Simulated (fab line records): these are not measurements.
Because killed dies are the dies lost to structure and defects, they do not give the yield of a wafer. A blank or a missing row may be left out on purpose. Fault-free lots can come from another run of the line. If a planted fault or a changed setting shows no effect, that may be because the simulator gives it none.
Split-lot experiment | flow sfq line | 5 lots, 23 wafers read, on a route of 325 steps

ABOUT THE SPLIT
At SFQ_TRILAYER_JJ_CE_LITHO_PEB_117 (peb time 60 s), the setting peb time s was moved away from the recipe's 60 s on 5 of the 23 wafers read, by -5.3% to +6.3%. This setting was run at the recipe's value on the other wafers.

FROM THE SPLIT TO THE READING: what the file shows between them, 1 step
- SFQ_TRILAYER_JJ_CE_LITHO_DEVELOP_116: time 60 s

THE READING
cd nm, in nm, at SFQ_TRILAYER_JJ_CE_METRO_MEASURE_117. Fault-free wafers of this fab line usually give 699.6 nm, standard deviation 1.4 nm.

wafer  | tool, chamber at the split | peb time s as run, s | against the recipe | cd nm, nm | against lot-mates on the recipe
L076.2 | litho track-02, 0          | 60                   | recipe             | 699.4     | -
L076.3 | litho track-02, 0          | 60                   | recipe             | 700.9     | -
L076.4 | litho track-02, 0          | 60                   | recipe             | 700.2     | -
L076.5 | litho track-02, 0          | 60                   | recipe             | 700.1     | -
L076.6 | litho track-02, 0          | 60                   | recipe             | 699.1     | -
L077.1 | litho track-02, 0          | 56.81                | -5.3%              | 704.9     | +6.5
L077.2 | litho track-02, 0          | 60                   | recipe             | 698.5     | -
L077.3 | litho track-02, 0          | 60                   | recipe             | 698.2     | -
L077.4 | litho track-02, 0          | 56.81                | -5.3%              | 704.9     | +6.5
L077.6 | litho track-02, 0          | 56.81                | -5.3%              | 706.3     | +7.9
L079.2 | litho track-03, 0          | 60                   | recipe             | 698.9     | -
L079.4 | litho track-03, 0          | 60                   | recipe             | 698.2     | -
L079.6 | litho track-03, 0          | 60                   | recipe             | 699.5     | -
L082.1 | litho track-02, 0          | 60                   | recipe             | 700.0     | -
L082.3 | litho track-02, 0          | 63.77                | +6.3%              | 691.6     | -8.9
L082.4 | litho track-02, 0          | 60                   | recipe             | 699.5     | -
L082.5 | litho track-02, 0          | 63.77                | +6.3%              | 690.8     | -9.7
L082.6 | litho track-02, 0          | 60                   | recipe             | 702.1     | -
L084.1 | litho track-03, 0          | 60                   | recipe             | 701.7     | -
L084.2 | litho track-03, 0          | 60                   | recipe             | 702.2     | -
L084.3 | litho track-03, 0          | 60                   | recipe             | 701.7     | -
L084.4 | litho track-03, 0          | 60                   | recipe             | 701.3     | -
L084.5 | litho track-03, 0          | 60                   | recipe             | 701.1     | -

FIT RESULTS
A straight line over all 23 wafers: cd nm changes by -1.2 nm for each +1% of peb time s; r = -0.93; the points scatter about the line by 1.3 nm.
The same after taking each lot's own level away (the mean of its wafers on the recipe; 23 wafers): -1.4 nm for each +1%; r = -0.98; scatter 0.69 nm.
According to that fit, moving peb time s by its largest amount changes the reading by 8.8 nm.
Across the lots, their own levels run from 698.35 to 701.60 nm, a range of 2.3 times the standard deviation given above.
Hence the slope depends on the lot-to-lot level, as the two fits are not the same.
Check: -8.9 nm against its lot-mates is what the line predicts for one of the wafers moved furthest among these (+6.3%) when that wafer is left out of the fit. It came out at -8.93 nm against them.

THE OTHER SPLITS THESE WAFERS WENT THROUGH
These wafers also went through other splits before the reading. Each is held against what the fit with the lots' levels taken away leaves over:
other split on the same wafers                    | wafers away from the commonest value | r with cd nm (lot level and that fit taken away)
SFQ_TRILAYER_I4_DEP_PECVD_099 time s              | 5                                    | +0.41
SFQ_TRILAYER_I4_VIA_LITHO_PEB_106 peb time s      | 8                                    | -0.17
SFQ_TRILAYER_I4_VIA_BARC_OPEN_VIA_ETCH_146 time s | 11                                   | -0.03
SFQ_TRILAYER_JJ_TRILAYER_DEP_SPUTTER_109 power w  | 8                                    | -0.04

THE WHOLE CHAIN: every reading that the file lists as answering this split, in the file's order
step                                 | what it does                                              | reading                                                   | change (the file's fit)              | r (the file's)
SFQ_TRILAYER_JJ_CE_METRO_MEASURE_117 |                                                           | cd nm                                                     | -1.41 nm for each +1% of the setting | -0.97
SFQ_TRILAYER_JJ_CE_BARC_OPEN_RIE_150 | chemistry O2, target BARC, target depth 240 nm, time 80 s | JJ.cd nm (the simulator's own value, which no gauge read) | -1.37 nm for each +1% of the setting | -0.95

FILE'S OWN FIT
cd nm changes by -1.41 nm for each +1% of peb time s, r = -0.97.
